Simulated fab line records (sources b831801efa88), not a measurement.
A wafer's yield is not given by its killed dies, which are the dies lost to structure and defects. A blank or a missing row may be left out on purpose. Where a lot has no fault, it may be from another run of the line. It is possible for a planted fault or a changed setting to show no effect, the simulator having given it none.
fab line records	flow sky130
record: lots: 13	wafers: 39	lastDay: 50
route steps=708 shown VT_ADJUST_PCH@152 SONOS_TUNNEL@156 SONOS_ONO@169 PAD_OPEN@708
lots that met no fault: from a run of the same line without faults
startH: hours from the record's first day to the start of the lot's first wafer shown	waitH: hours from the lot's prior step to this one	" identical to the entry in the row above	L1.1+2: one row covering several wafers at once	- no value, or no start was given	* or withheld: withheld	< > ~ a bound
route shown NAME@n: names a module that has steps shown in the file, with the first one's number in the route	usual: mean/standard deviation taken from wafers without a fault	same: alike in all rows	chamber/n: place in a boat	sites: each site's reading	_std_site: how widely they spread, as a standard deviation	_edge_site: the outer-site mean with the inner-site mean subtracted	radiusMm: how far each site lies from the wafer's centre	mask NAME#n: copy n	behind: the most recent tool/chamber to have shaped the wafer	hold: why the lot was held/for how many hours/how that ended	device: whichever transistor did not switch (one of n, p or np)	end of line: at the end of the route, the tests of the same wafers	for a step that has no rows: nothing shown but its recipe	killed: dies that structure and defects cost at the first sort, which is not the same as the wafer's yield	map: shows each die of a wafer: x if killed, . if not, _ if none is there
set.NAME: the setting the step ran with; set.NAME@STEP: the setting that earlier step ran with	model.NAME: the simulator's own value behind a step, which no gauge read
one table for each step of the route and one row for each wafer, over a sample of lots
services: a tool's chamber out of use, with start hour (startH, from the record's first day; less than 0 if before it), hours out, and reason
== steps ==
step: SKY_VT_ADJUST_PCH_STRIP_09
recipe: chemistry: O2/N2	powerW: 1400	pressureMtorr: 1500	platenTempC: withheld	o2FlowSccm: 3000	n2FlowSccm: 300	overashFraction: 0.5
usual: drypumpMotorCurrentA: 5.6/0.38	oesProductAu: 0.722/0.0041	stripTimeToEndpointS: 36.90/0.097
lot.wafer	tool	chamber	startH	waitH	drypumpMotorCurrentA	oesProductAu	rfHoursCounterH	stripTimeToEndpointS
L834.3	plasmaAsher-04	0	218.00	0.1	5.0	0.728	-	36.81
L834.5	"	1	"	"	5.6	0.722	-	36.77
L834.6	"	0	"	"	5.0	0.716	-	36.73
L840.2	plasmaAsher-03	0	263.57	0.1	6.0	0.726	42	36.88
L840.3	"	0	"	"	6.0	0.717	-	36.90
L840.6	"	0	"	"	6.0	0.710	-	36.90
L841.1	plasmaAsher-03	0	269.10	0.1	6.0	0.725	43	36.96
L841.2	"	1	"	"	5.8	0.722	43	36.85
L841.6	"	0	"	"	6.0	0.718	-	36.96
L842.1	plasmaAsher-03	0	279.82	0.1	6.0	0.724	44	36.87
L842.2	"	1	"	"	5.9	0.729	44	36.97
L842.4	"	1	"	"	5.9	0.723	-	36.94
L849.2	plasmaAsher-04	0	337.37	0.1	5.0	0.722	66	36.97
L849.4	"	1	"	"	5.6	0.728	-	36.91
L849.5	"	0	"	"	5.0	0.718	-	36.78
L850.1	plasmaAsher-04	0	341.31	0.1	5.0	0.717	66	36.94
L850.3	"	1	"	"	5.6	0.719	-	36.91
L850.5	"	1	"	"	5.6	0.725	-	36.95
L851.1	plasmaAsher-03	0	350.92	0.1	6.1	0.720	51	36.87
L851.3	"	0	"	"	6.0	0.721	-	36.85
L851.6	"	0	"	"	6.0	0.724	-	36.87
L852.2	plasmaAsher-04	1	355.61	0.1	5.6	0.719	68	37.02
L852.3	"	1	"	"	5.6	0.715	-	37.15
L852.6	"	1	"	"	5.6	0.721	-	37.10
L853.2	plasmaAsher-04	1	366.97	0.1	5.6	0.716	69	36.82
L853.5	"	0	"	"	5.0	0.716	-	36.93
L853.6	"	1	"	"	5.6	0.722	-	36.87
L854.2	plasmaAsher-03	1	379.05	0.1	5.9	0.725	54	36.94
L854.3	"	0	"	"	6.0	0.725	-	36.73
L854.5	"	0	"	"	6.0	0.723	-	36.84
L855.1	plasmaAsher-04	1	387.62	0.1	5.7	0.722	71	36.88
L855.2	"	0	"	"	5.0	0.714	71	36.90
L855.6	"	0	"	"	5.0	0.728	-	36.93
L856.1	plasmaAsher-03	0	387.66	0.1	6.0	0.715	55	36.86
L856.2	"	1	"	"	5.9	0.721	55	36.87
L856.4	"	0	"	"	6.0	0.725	-	36.98
L857.2	plasmaAsher-04	0	399.44	0.1	5.0	0.722	72	37.01
L857.3	"	0	"	"	5.0	0.722	-	37.03
L857.4	"	1	"	"	5.6	0.726	-	37.07
step: SKY_VT_ADJUST_PCH_TW_MEAS_10
usual: VT_ADJUST_PCH_TW: 143.3/1.4
lot.wafer	tool	chamber	startH	waitH	VT_ADJUST_PCH_TW
L834.3	filmMetro-01	-	218.09	0.1	142.3
L834.5	"	-	"	"	140.9
L834.6	"	-	"	"	142.4
L840.2	filmMetro-01	-	263.68	0.1	141.5
L840.3	"	-	"	"	141.9
L840.6	"	-	"	"	141.6
L841.1	filmMetro-04	-	269.20	0.1	145.2
L841.2	"	-	"	"	145.8
L841.6	"	-	"	"	145.0
L842.1	filmMetro-02	-	279.92	0.1	143.2
L842.2	"	-	"	"	143.2
L842.4	"	-	"	"	142.2
L849.2	filmMetro-04	-	337.48	0.1	144.6
L849.4	"	-	"	"	144.9
L849.5	"	-	"	"	145.1
L850.1	filmMetro-01	-	341.41	0.1	141.0
L850.3	"	-	"	"	141.8
L850.5	"	-	"	"	141.4
L851.1	filmMetro-02	-	351.02	0.1	143.2
L851.3	"	-	"	"	142.7
L851.6	"	-	"	"	142.9
L852.2	filmMetro-02	-	355.72	0.1	143.1
L852.3	"	-	"	"	142.6
L852.6	"	-	"	"	143.1
L853.2	filmMetro-01	-	367.08	0.1	142.4
L853.5	"	-	"	"	143.6
L853.6	"	-	"	"	143.4
L854.2	filmMetro-04	-	379.16	0.1	145.7
L854.3	"	-	"	"	145.5
L854.5	"	-	"	"	145.5
L855.1	filmMetro-01	-	387.72	0.1	141.9
L855.2	"	-	"	"	141.7
L855.6	"	-	"	"	142.3
L856.1	filmMetro-04	-	387.76	0.1	144.7
L856.2	"	-	"	"	144.5
L856.4	"	-	"	"	144.9
L857.2	filmMetro-04	-	399.55	0.1	145.1
L857.3	"	-	"	"	144.6
L857.4	"	-	"	"	145.0
step: SKY_SONOS_TUNNEL_COAT_02
recipe: resist: NOVOLAK	spinRpm: 3000	resistThkNm: 1140
usual: chillPlateTempC: 23.01/0.11	dispensePressureKPa: 47.5/1.3
lot.wafer	tool	chamber	startH	waitH	chillPlateTempC	dispensePressureKPa
L834.3	lithoTrack-02	0	228.82	0.1	23.08	46.3
L834.5	"	0	"	"	23.04	46.3
L834.6	"	0	"	"	22.92	46.4
L840.2	lithoTrack-02	0	275.84	0.1	23.19	46.3
L840.3	"	0	"	"	23.02	46.3
L840.6	"	0	"	"	22.97	46.3
L841.1	lithoTrack-04	0	280.91	0.1	23.00	49.6
L841.2	"	0	"	"	22.99	49.5
L841.6	"	0	"	"	23.04	49.5
L842.1	lithoTrack-03	0	291.93	0.1	22.95	47.1
L842.2	"	0	"	"	22.92	47.0
L842.4	"	0	"	"	22.92	47.0
L849.2	lithoTrack-03	-	350.11	0.1	-	-
L849.4	"	-	"	"	-	-
L849.5	"	-	"	"	-	-
L850.1	lithoTrack-02	-	353.97	0.1	-	-
L850.3	"	-	"	"	-	-
L850.5	"	-	"	"	-	-
L851.1	lithoTrack-04	-	364.76	0.1	-	-
L851.3	"	-	"	"	-	-
L851.6	"	-	"	"	-	-
L852.2	lithoTrack-03	0	369.81	0.1	22.97	47.2
L852.3	"	0	"	"	23.14	47.1
L852.6	"	0	"	"	23.02	47.2
L853.2	lithoTrack-04	0	380.53	0.1	23.04	49.6
L853.5	"	0	"	"	22.98	49.6
L853.6	"	0	"	"	22.92	49.6
L854.2	lithoTrack-03	0	393.71	0.1	23.07	47.1
L854.3	"	0	"	"	23.01	47.2
L854.5	"	0	"	"	23.03	47.1
L855.1	lithoTrack-02	0	402.17	0.1	22.94	46.4
L855.2	"	0	"	"	23.04	46.3
L855.6	"	0	"	"	23.07	46.4
L856.1	lithoTrack-03	0	402.18	0.1	23.02	47.2
L856.2	"	0	"	"	23.07	47.2
L856.4	"	0	"	"	22.94	47.2
L857.2	lithoTrack-02	0	413.39	0.1	22.94	46.4
L857.3	"	0	"	"	22.94	46.3
L857.4	"	0	"	"	22.96	46.4
step: SKY_SONOS_TUNNEL_CD_MEAS_07
recipe: targetCdNm: 410
usual: cdNm: 410.4/2.4
lot.wafer	tool	chamber	startH	waitH	cdNm
L834.3	cdSem-02	-	239.85	0.1	405.8
L834.5	"	-	"	"	406.8
L834.6	"	-	"	"	407.7
L840.2	cdSem-02	-	288.34	0.1	409.3
L840.3	"	-	"	"	410.7
L840.6	"	-	"	"	409.8
L841.1	cdSem-01	-	293.13	0.1	412.4
L841.2	"	-	"	"	413.4
L841.6	"	-	"	"	412.3
L842.1	cdSem-01	-	303.97	0.1	410.3
L842.2	"	-	"	"	408.9
L842.4	"	-	"	"	407.4
L849.2	cdSem-01	-	364.10	0.1	-
L849.4	"	-	"	"	-
L849.5	"	-	"	"	-
L850.1	cdSem-02	-	368.83	0.1	-
L850.3	"	-	"	"	-
L850.5	"	-	"	"	-
L851.1	cdSem-01	-	378.73	0.1	-
L851.3	"	-	"	"	-
L851.6	"	-	"	"	-
L852.2	cdSem-01	-	383.58	0.1	413.9
L852.3	"	-	"	"	412.4
L852.6	"	-	"	"	411.4
L853.2	cdSem-01	-	395.78	0.1	410.3
L853.5	"	-	"	"	410.5
L853.6	"	-	"	"	411.9
L854.2	cdSem-02	-	408.18	0.1	414.1
L854.3	"	-	"	"	413.7
L854.5	"	-	"	"	411.7
L855.1	cdSem-01	-	416.71	0.1	408.7
L855.2	"	-	"	"	411.0
L855.6	"	-	"	"	413.2
L856.1	cdSem-01	-	417.02	0.1	411.0
L856.2	"	-	"	"	410.0
L856.4	"	-	"	"	410.6
L857.2	cdSem-02	-	429.05	0.1	412.6
L857.3	"	-	"	"	412.7
L857.4	"	-	"	"	412.8
step: SKY_SONOS_ONO_THK_MEAS_01
recipe: reads: SiO2_of_SONOS_ONO_OXIDATION_00
usual: SONOS_ONO_OXIDATION_THK: 2.62/0.053
lot.wafer	tool	chamber	startH	waitH	SONOS_ONO_OXIDATION_THK[nm]
L834.3	filmMetro-01	-	242.39	0.0	2.63
L834.5	"	-	"	"	2.63
L834.6	"	-	"	"	2.51
L840.2	filmMetro-01	-	290.32	0.0	2.50
L840.3	"	-	"	"	2.58
L840.6	"	-	"	"	2.52
L841.1	filmMetro-03	-	295.82	0.0	2.60
L841.2	"	-	"	"	2.60
L841.6	"	-	"	"	2.60
L842.1	filmMetro-03	-	307.24	0.0	2.66
L842.2	"	-	"	"	2.63
L842.4	"	-	"	"	2.70
L852.2	filmMetro-02	-	387.72	0.0	2.65
L852.3	"	-	"	"	2.54
L852.6	"	-	"	"	2.59
L853.2	filmMetro-03	-	398.07	0.0	2.62
L853.5	"	-	"	"	2.66
L853.6	"	-	"	"	2.66
L854.2	filmMetro-03	-	411.11	0.0	2.61
L854.3	"	-	"	"	2.67
L854.5	"	-	"	"	2.66
L855.1	filmMetro-02	-	418.77	0.0	2.70
L855.2	"	-	"	"	2.56
L855.6	"	-	"	"	2.62
L856.1	filmMetro-01	-	420.06	0.0	2.64
L856.2	"	-	"	"	2.67
L856.4	"	-	"	"	2.66
L857.2	filmMetro-01	-	431.03	0.0	2.61
L857.3	"	-	"	"	2.61
L857.4	"	-	"	"	2.62
step: SKY_PAD_OPEN_PROBE_99
usual: killed_at_M0_to_M3: 44/6.6	killed_at_M4_up: 3.0/2	killedAtContacts: 24/5.1	killedAtFrontEnd: 15/4.1	killedAtOther: 0.4/0.62	killedDies: 86/9.3	killedOnRim: 17/3.7	killedOpen: 46/6.8	killedShort: 40/5.8
same: grossDies: 492	killedAtBackSide: 0
lot.wafer	tool	chamber	startH	waitH	hold	killed_at_M0_to_M3	killed_at_M4_up	killedAtContacts	killedAtFrontEnd	killedAtOther	killedDies	killedOnRim	killedOpen	killedShort
L834.3	prober-02	-	1062.49	0.2	-	44	4	23	15	1	87	15	44	43
L834.5	prober-02	-	1062.59	0.2	-	47	7	22	15	0	91	13	45	46
L834.6	prober-02	-	1062.64	0.2	-	39	3	22	21	1	86	13	41	45
L840.2	prober-01	-	1107.83	0.1	-	50	4	20	16	0	90	18	42	48
L840.3	prober-01	-	1107.88	0.2	-	54	3	24	15	0	96	20	54	40
L840.6	prober-01	-	1108.03	0.2	-	33	3	30	18	0	84	20	51	33
L841.1	prober-01	-	1112.93	0.1	-	40	3	26	17	1	87	19	42	45
L841.2	prober-01	-	1112.98	0.1	-	49	2	16	17	0	84	15	44	40
L841.6	prober-01	-	1113.18	0.2	-	36	2	23	22	0	83	15	47	36
L842.1	prober-01	-	1116.70	0.1	-	38	1	32	15	0	86	13	42	44
L842.2	prober-01	-	1116.75	0.1	-	47	3	30	20	0	100	22	62	38
L842.4	prober-01	-	1116.85	0.2	-	43	2	21	15	0	81	16	43	38
L849.2	prober-02	-	1154.69	0.1	awaitDispo/1.7h/scrap	42	5	27	418	0	492	96	48	39
L849.4	prober-02	-	1154.79	0.2	awaitDispo/1.7h/scrap	41	11	28	412	0	492	96	49	49
L849.5	prober-02	-	1154.84	0.2	awaitDispo/1.7h/scrap	32	4	23	433	0	492	96	32	40
L850.1	prober-01	-	1159.87	0.1	awaitDispo/3.4h/scrap	43	2	29	418	0	492	96	44	45
L850.3	prober-01	-	1159.97	0.2	awaitDispo/3.4h/scrap	59	2	25	405	1	492	96	58	44
L850.5	prober-01	-	1160.07	0.2	awaitDispo/3.4h/scrap	50	3	35	404	0	492	96	64	37
L851.1	prober-02	-	1164.68	0.1	awaitDispo/2.5h/scrap	48	7	23	413	1	492	96	49	40
L851.3	prober-02	-	1164.78	0.2	awaitDispo/2.5h/scrap	49	6	29	408	0	492	96	56	46
L851.6	prober-02	-	1164.93	0.2	awaitDispo/2.5h/scrap	60	4	17	411	0	492	96	53	40
L852.2	prober-01	-	1169.43	0.1	-	45	2	22	23	0	92	12	43	49
L852.3	prober-01	-	1169.48	0.2	-	41	1	26	14	1	83	21	51	32
L852.6	prober-01	-	1169.63	0.2	-	43	4	21	6	0	74	14	41	33
L853.2	prober-02	-	1178.91	0.1	-	54	0	30	17	1	102	22	60	42
L853.5	prober-02	-	1179.06	0.2	-	54	2	23	19	0	98	19	58	40
L853.6	prober-02	-	1179.11	0.2	-	47	5	25	20	0	97	21	49	48
L854.2	prober-01	-	1180.98	0.1	-	39	4	17	12	1	73	14	41	31
L854.3	prober-01	-	1181.03	0.2	-	41	4	28	11	0	84	16	50	33
L854.5	prober-01	-	1181.13	0.2	-	52	1	22	16	1	92	16	49	43
L855.1	prober-01	-	1187.44	0.1	-	36	3	21	11	1	72	17	38	34
L855.2	prober-01	-	1187.49	0.1	-	43	1	22	16	1	83	22	48	35
L855.6	prober-01	-	1187.69	0.2	-	42	3	20	15	0	80	18	43	37
L856.1	prober-02	-	1188.01	0.1	-	38	1	24	20	0	83	13	45	38
L856.2	prober-02	-	1188.06	0.1	-	50	3	27	15	0	95	16	58	37
L856.4	prober-02	-	1188.16	0.2	-	49	3	18	15	0	85	17	45	40
L857.2	prober-01	-	1191.80	0.1	-	32	3	25	13	1	74	16	36	38
L857.3	prober-01	-	1191.85	0.2	-	47	0	26	8	0	81	13	46	35
L857.4	prober-01	-	1191.90	0.2	-	37	5	23	21	0	86	15	51	34
killed by level:class
L834.3 VIA1:geometricParticle:open=10 VIA2:geometricParticle:open=10 CONTACT:geometricParticle:open=8 FIELD_ISO:geometricParticle:short=7 METAL1:geometricParticle:short=7 LI_CONTACT:geometricParticle:open=5 METAL2:geometricParticle:short=5 CONTACT:geometricParticle:short=4
L834.5 VIA1:geometricParticle:open=15 CONTACT:geometricParticle:open=8 LI_CONTACT:geometricParticle:open=6 VIA1:geometricParticle:short=6 METAL2:geometricParticle:short=6 POLY_GATE:geometricParticle:open=5 METAL1:geometricParticle:short=5 VIA3:geometricParticle:short=5
L834.6 CONTACT:geometricParticle:open=9 VIA2:geometricParticle:open=9 POLY_GATE:geometricParticle:short=6 VIA1:geometricParticle:short=6 VIA1:geometricParticle:open=5 METAL2:geometricParticle:short=5 FIELD_ISO:geometricParticle:open=4 LI_CONTACT:geometricParticle:short=4
L840.2 METAL2:geometricParticle:short=10 VIA2:geometricParticle:open=9 LI_CONTACT:geometricParticle:open=8 METAL1:geometricParticle:short=7 CONTACT:geometricParticle:open=6 VIA1:geometricParticle:open=6 VIA2:geometricParticle:short=6 FIELD_ISO:geometricParticle:open=4
L840.3 CONTACT:geometricParticle:open=13 VIA1:geometricParticle:open=11 VIA2:geometricParticle:open=11 VIA1:geometricParticle:short=6 VIA3:geometricParticle:open=6 CONTACT:geometricParticle:short=5 VIA2:geometricParticle:short=4 FIELD_ISO:geometricParticle:short=3
L840.6 CONTACT:geometricParticle:open=15 VIA1:geometricParticle:open=11 FIELD_ISO:geometricParticle:open=7 CONTACT:geometricParticle:short=7 LI_CONTACT:geometricParticle:open=5 VIA2:geometricParticle:open=5 FIELD_ISO:geometricParticle:short=4 METAL1:geometricParticle:short=4
L841.1 VIA1:geometricParticle:open=10 CONTACT:geometricParticle:short=8 LI_CONTACT:geometricParticle:open=7 VIA3:geometricParticle:open=7 CONTACT:geometricParticle:open=6 POLY_GATE:geometricParticle:short=5 METAL3:geometricParticle:short=5 METAL1:geometricParticle:short=4
L841.2 VIA1:geometricParticle:open=13 METAL2:geometricParticle:short=7 VIA2:geometricParticle:open=6 METAL1:geometricParticle:short=5 POLY_GATE:geometricParticle:open=4 LI_CONTACT:geometricParticle:open=4 CONTACT:geometricParticle:open=4 VIA1:geometricParticle:short=4
L841.6 CONTACT:geometricParticle:open=11 VIA1:geometricParticle:open=8 FIELD_ISO:geometricParticle:short=6 VIA1:geometricParticle:short=6 VIA2:geometricParticle:open=6 POLY_GATE:geometricParticle:open=5 LOCAL_INTERCONNECT:geometricParticle:short=5 VIA3:geometricParticle:open=5
L842.1 CONTACT:geometricParticle:open=11 METAL1:geometricParticle:short=8 LI_CONTACT:geometricParticle:open=7 VIA3:geometricParticle:open=7 POLY_GATE:geometricParticle:short=6 VIA1:geometricParticle:open=6 FIELD_ISO:geometricParticle:short=5 CONTACT:geometricParticle:short=5
L842.2 VIA1:geometricParticle:open=14 LI_CONTACT:geometricParticle:open=9 CONTACT:geometricParticle:open=9 METAL1:geometricParticle:short=8 FIELD_ISO:geometricParticle:open=7 LI_CONTACT:geometricParticle:short=6 VIA2:geometricParticle:open=5 VIA3:geometricParticle:open=5
L842.4 VIA1:geometricParticle:open=12 CONTACT:geometricParticle:open=10 VIA1:geometricParticle:short=7 VIA3:geometricParticle:open=6 POLY_GATE:geometricParticle:short=5 METAL1:geometricParticle:short=5 FIELD_ISO:geometricParticle:open=4 METAL2:geometricParticle:short=4
L849.2 SONOS_TUNNEL:areaExpose=405 VIA1:geometricParticle:open=18 CONTACT:geometricParticle:open=9 LOCAL_INTERCONNECT:geometricParticle:short=6 VIA3:geometricParticle:open=6 VIA1:geometricParticle:short=5 FIELD_ISO:geometricParticle:open=4 LI_CONTACT:geometricParticle:open=4
L849.4 SONOS_TUNNEL:areaExpose=394 CONTACT:geometricParticle:open=10 METAL4:geometricParticle:short=9 VIA1:geometricParticle:open=7 VIA2:geometricParticle:open=7 LI_CONTACT:geometricParticle:open=6 CONTACT:geometricParticle:short=6 METAL1:geometricParticle:short=6
L849.5 SONOS_TUNNEL:areaExpose=420 CONTACT:geometricParticle:open=8 LI_CONTACT:geometricParticle:open=6 VIA1:geometricParticle:short=6 VIA1:geometricParticle:open=6 FIELD_ISO:geometricParticle:short=5 METAL2:geometricParticle:short=4 METAL4:geometricParticle:short=4
L850.1 SONOS_TUNNEL:areaExpose=403 VIA1:geometricParticle:open=10 LOCAL_INTERCONNECT:geometricParticle:short=7 CONTACT:geometricParticle:open=7 FIELD_ISO:geometricParticle:short=6 VIA2:geometricParticle:open=6 CONTACT:geometricParticle:short=6 METAL2:geometricParticle:short=6
L850.3 SONOS_TUNNEL:areaExpose=390 VIA2:geometricParticle:open=13 CONTACT:geometricParticle:open=13 VIA1:geometricParticle:open=9 VIA3:geometricParticle:open=8 METAL2:geometricParticle:short=7 VIA3:geometricParticle:short=7 CONTACT:geometricParticle:short=6
L850.5 SONOS_TUNNEL:areaExpose=391 VIA1:geometricParticle:open=14 CONTACT:geometricParticle:open=12 LI_CONTACT:geometricParticle:open=11 VIA3:geometricParticle:open=8 LOCAL_INTERCONNECT:geometricParticle:short=7 METAL1:geometricParticle:short=7 CONTACT:geometricParticle:short=5
L851.1 SONOS_TUNNEL:areaExpose=403 CONTACT:geometricParticle:open=12 VIA3:geometricParticle:open=11 VIA1:geometricParticle:open=7 METAL4:geometricParticle:short=6 VIA3:geometricParticle:short=5 VIA1:geometricParticle:short=5 VIA2:geometricParticle:short=5
L851.3 SONOS_TUNNEL:areaExpose=390 CONTACT:geometricParticle:open=14 METAL1:geometricParticle:short=10 VIA1:geometricParticle:open=8 LI_CONTACT:geometricParticle:open=6 VIA2:geometricParticle:open=6 METAL4:geometricParticle:short=6 POLY_GATE:geometricParticle:short=5
L851.6 SONOS_TUNNEL:areaExpose=398 VIA1:geometricParticle:open=18 METAL1:geometricParticle:short=10 VIA2:geometricParticle:open=9 VIA3:geometricParticle:open=6 LOCAL_INTERCONNECT:geometricParticle:short=5 FIELD_ISO:geometricParticle:open=4 POLY_GATE:geometricParticle:open=4
L852.2 CONTACT:geometricParticle:open=10 METAL1:geometricParticle:short=7 POLY_GATE:geometricParticle:open=6 VIA1:geometricParticle:open=6 VIA1:geometricParticle:short=6 VIA3:geometricParticle:open=6 FIELD_ISO:geometricParticle:short=5 LOCAL_INTERCONNECT:geometricParticle:short=5
L852.3 CONTACT:geometricParticle:open=11 VIA2:geometricParticle:open=9 CONTACT:geometricParticle:short=6 METAL1:geometricParticle:short=6 VIA3:geometricParticle:open=6 VIA1:geometricParticle:open=6 POLY_GATE:geometricParticle:open=5 FIELD_ISO:geometricParticle:open=4
L852.6 LI_CONTACT:geometricParticle:open=9 CONTACT:geometricParticle:open=7 METAL1:geometricParticle:short=7 VIA1:geometricParticle:open=7 VIA2:geometricParticle:open=7 METAL2:geometricParticle:short=5 METAL4:geometricParticle:short=4 VIA3:geometricParticle:open=4
L853.2 VIA1:geometricParticle:open=15 CONTACT:geometricParticle:open=10 LI_CONTACT:geometricParticle:open=8 VIA3:geometricParticle:open=8 POLY_GATE:geometricParticle:open=6 VIA3:geometricParticle:short=6 POLY_GATE:geometricParticle:short=5 METAL1:geometricParticle:short=5
L853.5 VIA2:geometricParticle:open=11 LI_CONTACT:geometricParticle:open=10 VIA1:geometricParticle:open=9 VIA3:geometricParticle:open=8 CONTACT:geometricParticle:open=7 FIELD_ISO:geometricParticle:open=5 VIA2:geometricParticle:short=5 METAL2:geometricParticle:short=5
L853.6 CONTACT:geometricParticle:open=10 METAL2:geometricParticle:short=9 VIA1:geometricParticle:open=8 METAL1:geometricParticle:short=7 VIA2:geometricParticle:open=7 FIELD_ISO:geometricParticle:open=6 LOCAL_INTERCONNECT:geometricParticle:short=6 FIELD_ISO:geometricParticle:short=5
L854.2 VIA2:geometricParticle:open=12 CONTACT:geometricParticle:open=10 METAL1:geometricParticle:short=6 VIA1:geometricParticle:open=5 VIA3:geometricParticle:open=5 LI_CONTACT:geometricParticle:open=4 POLY_GATE:geometricParticle:short=4 VIA1:geometricParticle:short=4
L854.3 CONTACT:geometricParticle:open=13 VIA2:geometricParticle:open=11 METAL1:geometricParticle:short=7 CONTACT:geometricParticle:short=5 VIA1:geometricParticle:open=5 VIA3:geometricParticle:open=5 LI_CONTACT:geometricParticle:open=4 VIA1:geometricParticle:short=4
L854.5 CONTACT:geometricParticle:open=11 VIA3:geometricParticle:open=9 VIA1:geometricParticle:open=8 METAL1:geometricParticle:short=7 METAL2:geometricParticle:short=7 VIA2:geometricParticle:open=6 FIELD_ISO:geometricParticle:open=4 LOCAL_INTERCONNECT:geometricParticle:short=4
L855.1 VIA1:geometricParticle:open=10 VIA3:geometricParticle:open=8 METAL2:geometricParticle:short=6 LI_CONTACT:geometricParticle:short=5 LI_CONTACT:geometricParticle:open=5 LOCAL_INTERCONNECT:geometricParticle:short=4 CONTACT:geometricParticle:short=4 VIA2:geometricParticle:open=4
L855.2 VIA2:geometricParticle:open=10 POLY_GATE:geometricParticle:open=8 VIA1:geometricParticle:open=8 VIA3:geometricParticle:open=6 LOCAL_INTERCONNECT:geometricParticle:short=6 CONTACT:geometricParticle:open=6 METAL2:geometricParticle:short=6 LI_CONTACT:geometricParticle:open=5
L855.6 VIA1:geometricParticle:open=13 CONTACT:geometricParticle:open=9 METAL1:geometricParticle:short=6 VIA1:geometricParticle:short=6 POLY_GATE:geometricParticle:open=5 VIA2:geometricParticle:open=5 LI_CONTACT:geometricParticle:open=4 LOCAL_INTERCONNECT:geometricParticle:short=4
L856.1 CONTACT:geometricParticle:open=11 VIA1:geometricParticle:open=11 POLY_GATE:geometricParticle:open=6 POLY_GATE:geometricParticle:short=5 LI_CONTACT:geometricParticle:open=5 METAL1:geometricParticle:short=5 METAL2:geometricParticle:short=5 VIA2:geometricParticle:open=4
L856.2 VIA1:geometricParticle:open=15 METAL2:geometricParticle:short=14 CONTACT:geometricParticle:open=11 LI_CONTACT:geometricParticle:open=8 FIELD_ISO:geometricParticle:open=7 VIA1:geometricParticle:short=6 CONTACT:geometricParticle:short=5 VIA2:geometricParticle:open=5
L856.4 VIA1:geometricParticle:open=14 CONTACT:geometricParticle:open=7 METAL1:geometricParticle:short=7 VIA1:geometricParticle:short=7 POLY_GATE:geometricParticle:open=6 METAL3:geometricParticle:short=4 LI_CONTACT:geometricParticle:open=4 VIA3:geometricParticle:open=4
L857.2 CONTACT:geometricParticle:short=10 VIA1:geometricParticle:open=8 VIA2:geometricParticle:open=7 CONTACT:geometricParticle:open=6 VIA3:geometricParticle:open=6 POLY_GATE:geometricParticle:short=4 LI_CONTACT:geometricParticle:short=4 FIELD_ISO:geometricParticle:short=3
L857.3 VIA1:geometricParticle:open=11 CONTACT:geometricParticle:open=10 LI_CONTACT:geometricParticle:open=7 VIA2:geometricParticle:open=7 METAL2:geometricParticle:short=6 VIA3:geometricParticle:short=6 CONTACT:geometricParticle:short=5 METAL1:geometricParticle:short=4
L857.4 CONTACT:geometricParticle:open=9 VIA3:geometricParticle:open=8 POLY_GATE:geometricParticle:short=7 POLY_GATE:geometricParticle:open=7 VIA1:geometricParticle:open=7 VIA2:geometricParticle:open=7 LI_CONTACT:geometricParticle:open=5 LOCAL_INTERCONNECT:geometricParticle:short=4
== services ==
tool	chamber	startH	hours	kind
plasmaAsher-04	-	215.15	2.1	repair
plasmaAsher-04	-	257.71	4.8	repair
== key ==
firstSign: step: SKY_SONOS_TUNNEL_COAT_02	reading: toolRecord	direction: missing
effect: step: SKY_SONOS_TUNNEL_CD_MEAS_07	reading: cdNm	direction: missing
effect: step: SKY_PAD_OPEN_PROBE_99	reading: killedAtFrontEnd	direction: up	sigmas: 98	usual: 15	struck: 414
moreKillsBornAt: SKY_SONOS_TUNNEL_EXPOSE_04@ilineStepper-02: 2375	SKY_SONOS_TUNNEL_EXPOSE_04@ilineStepper-01: 1219
metAt SKY_SONOS_TUNNEL_COAT_02
struckLots L849,L850,L851
laterRowsLeftOut L849.2,L849.4,L849.5,L850.1,L850.3,L850.5,L851.1,L851.3,L851.6
testerLeftOut L849,L850,L851
notActingAt SKY_VT_ADJUST_PCH_STRIP_09,SKY_VT_ADJUST_PCH_TW_MEAS_10,SKY_SONOS_ONO_THK_MEAS_01
onsetBetween 291.93 350.11
fault: kind: skippedStepWhole	tool: lithoTrack-02,lithoTrack-03,lithoTrack-04	chamber: -	onsetH: 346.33	steps: SKY_SONOS_TUNNEL_COAT_02	scope: struckLotsOnly
testerLeftOut: of these lots the tester's yield and bins aren't shown, on N5 and GAA mostly nor the transistor test; their killed dies are dies lost to structure and defects alone, not to doping, threshold or leakage, so they don't give the yield
laterRowsLeftOut: the simulator's readings of these wafers behind a module that went badly wrong aren't trusted and aren't shown, but for the sort
